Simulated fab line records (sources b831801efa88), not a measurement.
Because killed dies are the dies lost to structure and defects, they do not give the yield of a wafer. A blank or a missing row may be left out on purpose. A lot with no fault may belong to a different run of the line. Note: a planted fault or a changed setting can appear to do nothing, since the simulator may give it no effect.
Which tool did it? | flow sky130 | 12 lots with 36 wafers sampled at 5 steps, on a route of 708 steps

WHAT THE GAUGES READ, wafer by wafer
SKY_NWELL_OVL_MEAS_23.
lot  | measured     | on         | NWELL_01_OVL (nm)
L370 | day 5 07:04  | overlay-02 | 0.5 0.3 0.3
L373 | day 6 17:13  | overlay-01 | -1.2 -0.5 -2.3
L377 | day 7 03:07  | overlay-01 | -0.6 -2.4 -1.0
L378 | day 7 10:06  | overlay-02 | -0.3 0.6 0.0
L379 | day 7 14:53  | overlay-01 | 0.0 -0.8 -0.6
L386 | day 9 07:34  | overlay-01 | - - -
L387 | day 9 11:41  | overlay-01 | - - -
L388 | day 9 18:11  | overlay-02 | - - -
L389 | day 10 03:10 | overlay-02 | 1.4 -0.3 -0.3
L390 | day 10 08:07 | overlay-02 | 3.2 -0.2 0.1
L392 | day 11 07:15 | overlay-02 | 0.6 0.9 0.2
L393 | day 11 08:31 | overlay-02 | -0.8 -0.3 -0.1

SKY_VT_ADJUST_HVTP_CD_MEAS_07: target cd 380 nm.
lot  | measured     | on        | cd-nm (nm)
L370 | day 6 00:43  | cd-sem-01 | 379.0 378.3 378.2
L373 | day 7 13:44  | cd-sem-01 | 378.3 378.9 379.7
L377 | day 7 23:23  | cd-sem-01 | 379.9 381.0 378.7
L378 | day 8 05:02  | cd-sem-01 | 381.1 380.3 380.2
L379 | day 8 12:49  | cd-sem-01 | 374.8 378.6 377.6
L386 | day 10 06:25 | cd-sem-02 | 381.0 380.5 379.2
L387 | day 10 10:22 | cd-sem-02 | 377.2 379.8 379.8
L388 | day 10 16:59 | cd-sem-02 | 380.6 379.6 378.6
L389 | day 11 02:59 | cd-sem-02 | 384.6 385.9 383.7
L390 | day 11 08:18 | cd-sem-02 | 376.9 379.1 377.1
L392 | day 12 07:29 | cd-sem-02 | 375.9 376.2 375.1
L393 | day 12 08:40 | cd-sem-01 | 375.0 377.5 376.4

WHAT TOOL EACH LOT RAN ON (gives the tool, then ch and the chambers of the sampled wafers, and finally the start)
lot  | SKY_FIELD_ISO_STRIP_16              | SKY_NWELL_COAT_18                 | SKY_NWELL_RTA_28
L370 | plasma-asher-01 ch 0,1, day 2 06:01 | litho-track-04 ch 0, day 4 22:03  | rtp-anneal-01 ch 0, day 5 07:28
L373 | plasma-asher-01 ch 0,1, day 2 20:44 | litho-track-01 ch 0, day 6 07:13  | rtp-anneal-01 ch 0, day 6 17:38
L377 | plasma-asher-01 ch 0,1, day 3 17:56 | litho-track-04 ch 0, day 6 17:06  | rtp-anneal-02 ch 0, day 7 03:31
L378 | plasma-asher-01 ch 0,1, day 4 03:29 | litho-track-04 ch 0, day 6 23:49  | rtp-anneal-01 ch 0, day 7 10:31
L379 | plasma-asher-04 ch 0,1, day 4 05:04 | litho-track-01 ch 0, day 7 04:14  | rtp-anneal-01 ch 0, day 7 16:28
L386 | plasma-asher-01 ch 0,1, day 5 17:38 | litho-track-04, day 8 20:59       | rtp-anneal-02 ch 0, day 9 07:58
L387 | plasma-asher-04 ch 0,1, day 5 20:13 | litho-track-01, day 9 00:56       | rtp-anneal-01 ch 0, day 9 12:05
L388 | plasma-asher-01 ch 0,1, day 6 03:08 | litho-track-01, day 9 07:32       | rtp-anneal-02 ch 0, day 9 18:35
L389 | plasma-asher-02 ch 0,1, day 6 08:09 | litho-track-04 ch 0, day 9 15:38  | rtp-anneal-01 ch 0, day 10 03:34
L390 | plasma-asher-04 ch 0,1, day 6 13:31 | litho-track-01 ch 0, day 9 20:08  | rtp-anneal-02 ch 0, day 10 08:31
L392 | plasma-asher-02 ch 0,1, day 7 00:50 | litho-track-01 ch 0, day 10 18:43 | rtp-anneal-02 ch 0, day 11 07:40
L393 | plasma-asher-04 ch 0,1, day 7 03:53 | litho-track-02 ch 0, day 10 20:31 | rtp-anneal-01 ch 0, day 11 08:55
- SKY_FIELD_ISO_STRIP_16: strips in O2/N2.
- SKY_NWELL_COAT_18: resist thk 3000 nm.
- SKY_NWELL_RTA_28: time 30 s.

AS READ BY THE TOOLS THEMSELVES (means over the sampled wafers that have a number; for cases with no such wafer, the mark the record gives instead)
SKY_FIELD_ISO_STRIP_16.
lot  | tool            | drypump-motor-current-A (A) | oes-product-au (a.u.) | strip-time-to-endpoint-s (s)
L370 | plasma-asher-01 | 6.1                         | 0.380                 | 3.58
L373 | plasma-asher-01 | 6.4                         | 0.383                 | 3.56
L377 | plasma-asher-01 | 6.1                         | 0.381                 | 3.61
L378 | plasma-asher-01 | 6.1                         | 0.377                 | 3.54
L379 | plasma-asher-04 | 5.4                         | 0.381                 | 3.59
L386 | plasma-asher-01 | 6.1                         | 0.381                 | 3.53
L387 | plasma-asher-04 | 5.4                         | 0.382                 | 3.60
L388 | plasma-asher-01 | 6.1                         | 0.387                 | 3.60
L389 | plasma-asher-02 | 5.8                         | 0.383                 | 3.63
L390 | plasma-asher-04 | 5.4                         | 0.384                 | 3.58
L392 | plasma-asher-02 | 5.8                         | 0.380                 | 3.56
L393 | plasma-asher-04 | 5.4                         | 0.378                 | 3.59

SKY_NWELL_COAT_18.
lot  | tool           | chill-plate-temp-C (C) | dispense-pressure-kPa (kPa)
L370 | litho-track-04 | 23.00                  | 47.5
L373 | litho-track-01 | 22.93                  | 49.2
L377 | litho-track-04 | 23.10                  | 47.5
L378 | litho-track-04 | 23.17                  | 47.5
L379 | litho-track-01 | 22.91                  | 49.2
L386 | litho-track-04 | -                      | -
L387 | litho-track-01 | -                      | -
L388 | litho-track-01 | -                      | -
L389 | litho-track-04 | 22.98                  | 47.5
L390 | litho-track-01 | 23.05                  | 49.2
L392 | litho-track-01 | 22.93                  | 49.2
L393 | litho-track-02 | 23.05                  | 51.7

SKY_NWELL_RTA_28.
lot  | tool          | chamber-o2-ppm | lamp-power-pct (%) | ramp-up-c-per-s | wafer_temp_C_max
L370 | rtp-anneal-01 | 2.009          | 25.35              | 150.00          | 1055.0
L373 | rtp-anneal-01 | 1.999          | 25.35              | 149.99          | 1055.4
L377 | rtp-anneal-02 | 2.011          | 25.33              | 149.99          | 1054.3
L378 | rtp-anneal-01 | 2.022          | 25.40              | 150.02          | 1055.5
L379 | rtp-anneal-01 | 2.004          | 25.27              | 149.99          | 1055.0
L386 | rtp-anneal-02 | 1.982          | 25.29              | 149.98          | 1055.7
L387 | rtp-anneal-01 | 2.026          | 25.31              | 150.00          | 1056.0
L388 | rtp-anneal-02 | 1.992          | 25.31              | 150.03          | 1054.7
L389 | rtp-anneal-01 | 1.999          | 25.26              | 149.99          | 1055.1
L390 | rtp-anneal-02 | 2.011          | 25.28              | 150.01          | 1054.5
L392 | rtp-anneal-02 | 2.031          | 25.28              | 149.99          | 1055.3
L393 | rtp-anneal-01 | 2.021          | 25.27              | 149.98          | 1055.8

THE ANSWER, worked out from the rows above alone
Rule: usual is defined by the lots themselves. Put in order of their means at a reading, lots are off if they are a third of the lots or fewer, leave a main group of 4 or more, and stand apart from it by a gap of 3 or more times the standard deviation of the main group's means; of several such gaps the widest counts. The tables above print the reading to a certain number of digits; a main group whose means all agree to those digits is not used. A lot without any number at a reading at which 4 lots or more have one is off too. Where the step has rows for the other lots, those lots are counted as sound. First the gauges in route order, then the tools' own readings, where a lot's mean is used as printed above. The first step at which some lot is off is used, and at that step the reading that is off furthest; a lot without a number counts as furthest.
Off: L386, L387, L388, at SKY_NWELL_OVL_MEAS_23 (NWELL_01_OVL). Without a number there: L386, L387, L388. Mean -0.1 nm and standard deviation 0.77 in the main group.
A tool fits if, at a process step before that reading, it ran every lot that is off, and no sound lot after the first of them. The gauges at SKY_NWELL_OVL_MEAS_23 aren't tried: what is off there is off at SKY_NWELL_COAT_18 too, on other tools, and a gauge's error can't cause that. Of those tried, none fits.

WHAT WAS PUT IN BY THE SIMULATOR
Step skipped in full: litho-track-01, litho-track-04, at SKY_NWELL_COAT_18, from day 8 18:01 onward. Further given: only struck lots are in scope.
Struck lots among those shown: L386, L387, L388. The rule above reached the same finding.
